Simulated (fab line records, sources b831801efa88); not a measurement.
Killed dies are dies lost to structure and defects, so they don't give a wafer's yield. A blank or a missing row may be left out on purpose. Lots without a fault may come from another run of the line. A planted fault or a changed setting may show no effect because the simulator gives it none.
fab line records | flow gf180mcu
record lots=14 wafers=42 last_day=33
route steps=602 shown HV_LDD@179 SAB@265 M2@376 V4@493
lots that met no fault: from a run of the same line without faults
start_h: hours from the record's first day to the start of the lot's first wafer shown | wait_h: hours since the lot's step before | " the same as in the row above | L1.1+2: a row that stands for several wafers | - no value, or no start given | * or withheld: withheld | < > ~ a bound
route shown NAME@n: a module of which the file shows steps, and the number in the route of the first | usual: mean/standard deviation of fault-free wafers | same: alike in all rows | chamber/n: place in a boat | sites: the reading at each site | _std_site: their standard deviation | _edge_site: outer sites' mean less inner sites' | radius_mm: how far each site lies from the wafer's centre | mask NAME#n: copy n | behind: the tool/chamber that last shaped the wafer | hold: why the lot was held/for how many hours/how that ended | device: the transistor (n, p or np) that didn't switch | end of line: the same wafers' tests at the end of the route | a step without rows: its recipe alone | killed: dies lost to structure and defects at the first sort, not the wafer's yield | map: a wafer's dies, x killed, . not, _ none there
set.NAME: the setting as run; set.NAME@STEP: as run at that earlier step | model.NAME: the simulator's own value behind a step, which no gauge read
steps of the route over a sample of lots; a table a step, a row a wafer
services: from which hour (start_h, from the record's first day; less than 0 if before it) a tool's chamber was out of use, for how many hours, and why
## steps
# step GF_HV_LDD_SOFTBAKE_03
# recipe temp_c=90 time_s=60 resist=NOVOLAK
# usual run_length_s=89.23/0.21
# columns lot.wafer tool chamber start_h wait_h run_length_s
L734.3 litho_track-02 0 206.31 0.1 89.41
L734.4 " 0 " " 89.38
L734.6 " 0 " " 89.44
L735.3 litho_track-04 0 213.10 0.1 89.04
L735.4 " 0 " " 88.91
L735.6 " 0 " " 88.92
L736.1 litho_track-01 0 218.51 0.1 89.16
L736.5 " 0 " " 89.21
L736.6 " 0 " " 89.31
L737.1 litho_track-01 0 225.96 0.1 89.27
L737.3 " 0 " " 89.39
L737.4 " 0 " " 89.51
L739.3 litho_track-02 0 245.46 0.1 89.45
L739.4 " 0 " " 89.29
L739.6 " 0 " " 89.40
L740.1 litho_track-01 0 254.81 0.1 89.42
L740.4 " 0 " " 89.23
L740.5 " 0 " " 89.25
L741.3 litho_track-02 0 260.26 0.1 89.25
L741.4 " 0 " " 89.32
L741.5 " 0 " " 89.55
L742.1 litho_track-04 0 264.80 0.1 89.10
L742.2 " 0 " " 88.94
L742.4 " 0 " " 88.98
L744.2 litho_track-02 0 280.78 0.1 89.56
L744.4 " 0 " " 89.40
L744.5 " 0 " " 89.53
L745.1 litho_track-04 0 287.55 0.1 88.86
L745.3 " 0 " " 88.88
L745.6 " 0 " " 89.10
L748.1 litho_track-01 0 307.86 0.1 89.20
L748.2 " 0 " " 89.19
L748.3 " 0 " " 89.48
L749.3 litho_track-02 0 314.95 0.1 89.59
L749.4 " 0 " " 89.45
L749.6 " 0 " " 89.29
L753.1 litho_track-02 0 345.70 0.1 95.57
L753.4 " 0 " " 95.77
L753.6 " 0 " " 95.58
L755.1 litho_track-02 0 360.75 0.1 95.67
L755.2 " 0 " " 95.70
L755.3 " 0 " " 95.52
# step GF_SAB_THK_MEAS_01
# recipe reads=SiO2_of_SAB_CVD_00
# usual SAB_CVD_00_THK=50.1/0.65
# columns lot.wafer tool chamber start_h wait_h SAB_CVD_00_THK[nm]
L734.3 film_metro-02 - 315.63 0.0 49.2
L734.4 " - " " 50.5
L734.6 " - " " 49.5
L735.3 film_metro-04 - 323.68 0.0 49.7
L735.4 " - " " 50.9
L735.6 " - " " 51.2
L736.1 film_metro-01 - 331.47 0.0 50.3
L736.5 " - " " 50.8
L736.6 " - " " 50.6
L737.1 film_metro-01 - 340.27 0.0 49.8
L737.3 " - " " 49.6
L737.4 " - " " 51.0
L739.3 film_metro-01 - 364.79 0.0 49.8
L739.4 " - " " 51.0
L739.6 " - " " 50.6
L740.1 film_metro-04 - 376.32 0.0 50.5
L740.4 " - " " 51.6
L740.5 " - " " 50.8
L741.3 film_metro-02 - 380.79 0.0 49.6
L741.4 " - " " 50.0
L741.5 " - " " 50.3
L742.1 film_metro-04 - 385.91 0.0 49.7
L742.2 " - " " 50.2
L742.4 " - " " 50.3
L744.2 film_metro-02 - 403.82 0.0 49.3
L744.4 " - " " 50.2
L744.5 " - " " 50.4
L745.1 film_metro-04 - 412.03 0.0 50.0
L745.3 " - " " 50.5
L745.6 " - " " 49.7
L748.1 film_metro-02 - 436.77 0.0 49.3
L748.2 " - " " 49.7
L748.3 " - " " 48.8
L749.3 film_metro-01 - 443.59 0.0 50.3
L749.4 " - " " 50.9
L749.6 " - " " 50.5
L753.1 film_metro-01 - 477.97 0.0 50.0
L753.4 " - " " 49.7
L753.6 " - " " 50.9
L755.1 film_metro-04 - 491.96 0.0 50.4
L755.2 " - " " 50.9
L755.3 " - " " 50.5
# step GF_M2_CD_MEAS_14
# recipe target_cd_nm=280
# usual cd_nm=280.0/1.1
# columns lot.wafer tool chamber start_h wait_h cd_nm
L734.3 cd_sem-01 - 432.19 0.1 281.0
L734.4 " - " " 281.9
L734.6 " - " " 280.3
L735.3 cd_sem-01 - 445.90 0.1 279.5
L735.4 " - " " 278.9
L735.6 " - " " 279.5
L736.1 cd_sem-01 - 451.10 0.1 279.9
L736.5 " - " " 281.1
L736.6 " - " " 281.4
L737.1 cd_sem-01 - 460.81 0.1 280.1
L737.3 " - " " 281.4
L737.4 " - " " 280.7
L739.3 cd_sem-02 - 488.03 0.1 279.3
L739.4 " - " " 279.3
L739.6 " - " " 280.5
L740.1 cd_sem-02 - 498.61 0.1 278.4
L740.4 " - " " 278.6
L740.5 " - " " 278.8
L741.3 cd_sem-02 - 505.49 0.1 280.9
L741.4 " - " " 280.6
L741.5 " - " " 280.2
L742.1 cd_sem-02 - 507.56 0.1 278.7
L742.2 " - " " 277.9
L742.4 " - " " 278.5
L744.2 cd_sem-01 - 528.98 0.1 281.6
L744.4 " - " " 280.0
L744.5 " - " " 281.3
L745.1 cd_sem-02 - 535.75 0.1 280.5
L745.3 " - " " 280.4
L745.6 " - " " 279.9
L748.1 cd_sem-01 - 558.34 0.1 278.1
L748.2 " - " " 277.4
L748.3 " - " " 279.5
L749.3 cd_sem-02 - 566.88 0.1 280.4
L749.4 " - " " 280.8
L749.6 " - " " 279.3
L753.1 cd_sem-01 - 597.89 0.1 280.5
L753.4 " - " " 280.3
L753.6 " - " " 280.6
L755.1 cd_sem-01 - 609.00 0.1 281.0
L755.2 " - " " 280.3
L755.3 " - " " 281.3
# step GF_V4_ETCH_17
# recipe chemistry=C4F8/O2/Ar mask_material=KrF target=SiO2 stop_on=TiN source_w=1500 bias_w=1200 pressure_mtorr=40 c4f8_flow_sccm=withheld O2_flow_sccm=6 Ar_flow_sccm=300 time_s=withheld target_depth_a=6300
# usual oes_product_au=0.855/0.0049 rf_fwd_power_W=1492/5.1
# columns lot.wafer tool chamber start_h wait_h oes_product_au rf_fwd_power_W
L734.3 rie_diel-02 3 - - 0.849 1487
L734.4 " 2 " " 0.852 1482
L734.6 " 3 " " 0.854 1488
L735.3 rie_diel-04 2 - - 0.855 1487
L735.4 " 3 " " 0.856 1489
L735.6 " 1 " " 0.859 1492
L736.1 rie_diel-02 3 - - 0.856 1494
L736.5 " 1 " " 0.854 1504
L736.6 " 2 " " 0.852 1491
L737.1 rie_diel-02 1 - - 0.857 1500
L737.3 " 3 " " 0.862 1492
L737.4 " 0 " " 0.857 1498
L739.3 rie_diel-04 2 - - 0.861 1494
L739.4 " 3 " " 0.853 1493
L739.6 " 3 " " 0.849 1488
L740.1 rie_diel-04 0 - - 0.858 1496
L740.4 " 1 " " 0.851 1496
L740.5 " 1 " " 0.854 1497
L741.3 rie_diel-02 1 - - 0.861 1495
L741.4 " 3 " " 0.853 1496
L741.5 " 1 " " 0.860 1490
L742.1 rie_diel-04 2 - - 0.855 1486
L742.2 " 3 " " 0.855 1486
L742.4 " 1 " " 0.854 1502
L744.2 rie_diel-01 0 - - 0.861 1491
L744.4 " 1 " " 0.859 1501
L744.5 " 0 " " 0.857 1491
L745.1 rie_diel-01 3 - - 0.856 1490
L745.3 " 1 " " 0.857 1500
L745.6 " 3 " " 0.854 1494
L748.1 rie_diel-01 1 - - 0.851 1491
L748.2 " 2 " " 0.850 1493
L748.3 " 0 " " 0.853 1481
L749.3 rie_diel-01 3 - - 0.854 1498
L749.4 " 1 " " 0.862 1496
L749.6 " 0 " " 0.854 1489
L753.1 rie_diel-01 0 - - 0.851 1495
L753.4 " 2 " " 0.859 1491
L753.6 " 0 " " 0.841 1487
L755.1 rie_diel-01 0 - - 0.848 1492
L755.2 " 2 " " 0.857 1495
L755.3 " 3 " " 0.855 1493
## services
# columns tool chamber start_h hours kind
rie_diel-01 2 190.07 11.3 repair
rie_diel-02 - 200.11 14.6 pm
rie_diel-02 1 233.85 15.3 repair
rie_diel-02 2 247.71 1.6 repair
rie_diel-01 0 254.92 6.7 repair
rie_diel-04 3 262.48 3.3 repair
rie_diel-04 - 293.60 2.8 pm
rie_diel-02 3 298.60 7.4 repair
rie_diel-04 - 333.34 4.0 pm
rie_diel-04 2 340.51 8.0 repair
rie_diel-01 - 348.81 1.2 repair
rie_diel-04 1 366.60 9.2 repair
rie_diel-02 2 434.98 6.7 repair
rie_diel-04 - 448.33 15.6 pm
rie_diel-01 3 473.61 12.2 repair
rie_diel-04 0 492.54 4.3 repair
rie_diel-01 3 510.87 4.7 repair
rie_diel-01 1 558.42 36.9 repair
rie_diel-01 3 578.19 52.8 repair
rie_diel-01 2 578.69 8.7 repair
rie_diel-01 - 583.00 0.2 repair
rie_diel-01 3 632.51 14.3 repair
rie_diel-01 2 636.62 2.0 repair
rie_diel-01 3 653.31 16.6 repair
## key
first_sign step=GF_HV_LDD_SOFTBAKE_03 reading=run_length_s direction=up sigmas=31 usual=* struck=*
effect none on later readings
met_at GF_HV_LDD_SOFTBAKE_03
struck_lots L753,L755
tester_left_out L753,L755
not_acting_at GF_SAB_THK_MEAS_01,GF_M2_CD_MEAS_14,GF_V4_ETCH_17
onset_between 314.95 345.70
fault kind=process_parameter_drift tool=litho_track-02 chamber=- onset_h=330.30 steps=GF_HV_LDD_SOFTBAKE_03 channel=time_s offset=* shape=step end_h=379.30 acts_in=* stated=*
# tester_left_out: of these lots the tester's yield and bins aren't shown, on N5 and GAA mostly nor the transistor test; their killed dies are dies lost to structure and defects alone, not to doping, threshold or leakage, so they don't give the yield
